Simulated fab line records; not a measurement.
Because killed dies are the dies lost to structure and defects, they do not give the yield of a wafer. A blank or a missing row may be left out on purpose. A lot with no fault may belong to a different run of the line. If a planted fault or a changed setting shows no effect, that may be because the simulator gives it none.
Matching of chambers / flow sfq line / 3 sister chambers for SFQ_TRILAYER_L0_CAP_PECVD_011 on pecvd-03
The step deposits SiO2 from SiH4/N2O, time 13.333 s, target thk 60 nm. 6 wafers are shown with their chamber, then 8 later ones without.

== WAFERS, EACH WITH ITS CHAMBER ==
wafer=L802.3; chamber=0; throttle valve pct (%)=23.4; heater power w (W)=85
wafer=L802.5; chamber=0; throttle valve pct (%)=23.2; heater power w (W)=86
wafer=L803.4; chamber=2; throttle valve pct (%)=28.5; heater power w (W)=78
wafer=L804.2; chamber=2; throttle valve pct (%)=28.6; heater power w (W)=77
wafer=L804.6; chamber=1; throttle valve pct (%)=27.0; heater power w (W)=101
wafer=L806.1; chamber=1; throttle valve pct (%)=27.1; heater power w (W)=91

== WAFERS WITH NO CHAMBER GIVEN ==
wafer=L806.3; throttle valve pct (%)=29.0; heater power w (W)=69
wafer=L806.5; throttle valve pct (%)=27.2; heater power w (W)=94
wafer=L809.1; throttle valve pct (%)=27.1; heater power w (W)=102
wafer=L809.3; throttle valve pct (%)=28.7; heater power w (W)=71
wafer=L809.4; throttle valve pct (%)=27.2; heater power w (W)=101
wafer=L810.3; throttle valve pct (%)=23.5; heater power w (W)=77
wafer=L810.4; throttle valve pct (%)=27.1; heater power w (W)=92
wafer=L810.6; throttle valve pct (%)=28.6; heater power w (W)=66

== THE CHAMBER EACH PASSED THROUGH ==
wafer=L806.3; from the rows above=2; in truth=2
wafer=L806.5; from the rows above=1; in truth=1
wafer=L809.1; from the rows above=1; in truth=1
wafer=L809.3; from the rows above=2; in truth=2
wafer=L809.4; from the rows above=1; in truth=1
wafer=L810.3; from the rows above=0; in truth=0
wafer=L810.4; from the rows above=1; in truth=1
wafer=L810.6; from the rows above=2; in truth=2
Placed correctly: 8 of 8. Not placeable from these rows: 0. Placed wrongly: 0.
How it was worked out, from the rows above alone: a wafer's distance from a chamber is the root of the sum, over the readings, of the square of ((its reading less the chamber's mean) divided by the reading's scatter). If the next closest chamber is less than 2 further off than the closest, the wafer can't be placed; otherwise it belongs to the closest. For every chamber, the mean is computed from those of its wafers that are shown. The scatter is the square root of a quotient: the sum, over the shown wafers, of each reading's squared deviation from its chamber's mean, divided by wafers minus chambers.
